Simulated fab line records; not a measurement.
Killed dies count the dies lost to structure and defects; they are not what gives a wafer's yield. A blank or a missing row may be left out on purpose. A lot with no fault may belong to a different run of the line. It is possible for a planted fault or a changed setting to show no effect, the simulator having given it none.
Code-filled problem report in 8D (eight disciplines) form :: flow sky130 :: the parts of the form that need people (team, actions taken, sign-off) are left out

1. THE ISSUE
At SKY_METAL3_ETCH_16, rfFwdPowerW averages 576.0 W over 6 wafers from 2 lots, while fault-free wafers read 496.8 W, standard deviation 1.8. That puts it +44 standard deviations away from the usual mean.
The step: etches BARC in N2/H2, stops on SiO2, time 88.2 s, target depth 60 nm.
The first sign was on wafer L936.1 at day 41 10:53, on rieMetal-04. The record has a number at this step for 36 wafers belonging to 12 lots. Rule for "out" (also "out of limits"): further than 4 standard deviations from the usual mean. All remaining wafers that have a number are taken as sound.

2. WHAT IT IS, WHAT IT ISN'T
question: which readings at this step
is: rfFwdPowerW
is not: drypumpMotorCurrentA, h2FlowSccm, throttleValvePct

question: which lots
is: L936, L937
is not: L926, L927, L928, L931, L934, L940, L942, L945, L948, L949

question: which wafers of those lots
is: all that have a number
is not: -

question: read on which tools
is: rieMetal-04
is not: rieMetal-01, rieMetal-03

question: when
is: from day 41 10:53
is not: up to then (15 sound wafers); but 15 sound wafers of L940, L942, L945, L948, L949 came after

3. SUSPECTS, AND WHAT RULES EACH OUT
Counting: a tool at any process step up to the reading remains a suspect when it ran all the lots that are out and ran no sound lot after the first of those.
- rieMetal-04 at SKY_METAL3_ETCH_16 (etches BARC in N2/H2, stops on SiO2, time 88.2 s, target depth 60 nm): ruled out as a lasting fault. Following L936 (day 41 10:53), the first lot on it that is out, the sound lots L948, L949 were run on it.
Left after counting: nothing in the record.

4. THE CAUSE (what the simulator had put in)
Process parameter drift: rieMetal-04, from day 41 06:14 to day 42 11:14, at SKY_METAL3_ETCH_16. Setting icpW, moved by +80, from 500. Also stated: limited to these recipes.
Counting ruled it out, wrongly.

5. THE EFFECT CHAIN, in route order
One row per reading whose mean, taken over the struck wafers that have a number, lies over 3 standard deviations from the usual. Only readings whose record carries a usual standard deviation are examined. hours: median over the lots of the time between each lot's start at the first step of this table that gives one and its start at this step. sigmas: the change, counted in usual standard deviations.
hours: 0
step: SKY_METAL3_ETCH_16
reading: rfFwdPowerW
usual: 496.8 W
on struck wafers: 576.0
change: +79.2
sigmas: +44
Its process steps:
- SKY_METAL3_ETCH_16: etches BARC in N2/H2, stops on SiO2, time 88.2 s, target depth 60 nm.
At these later measuring or inspecting steps, every struck wafer for which the step has a row has a number for every such reading, and none has moved that far: SKY_VIA3_CD_MEAS_12.

6. WHAT WOULD HAVE CAUGHT IT SOONER
In this record no reading fell out of limits until day 41 10:53, 5 hours after the fault had begun at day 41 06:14.
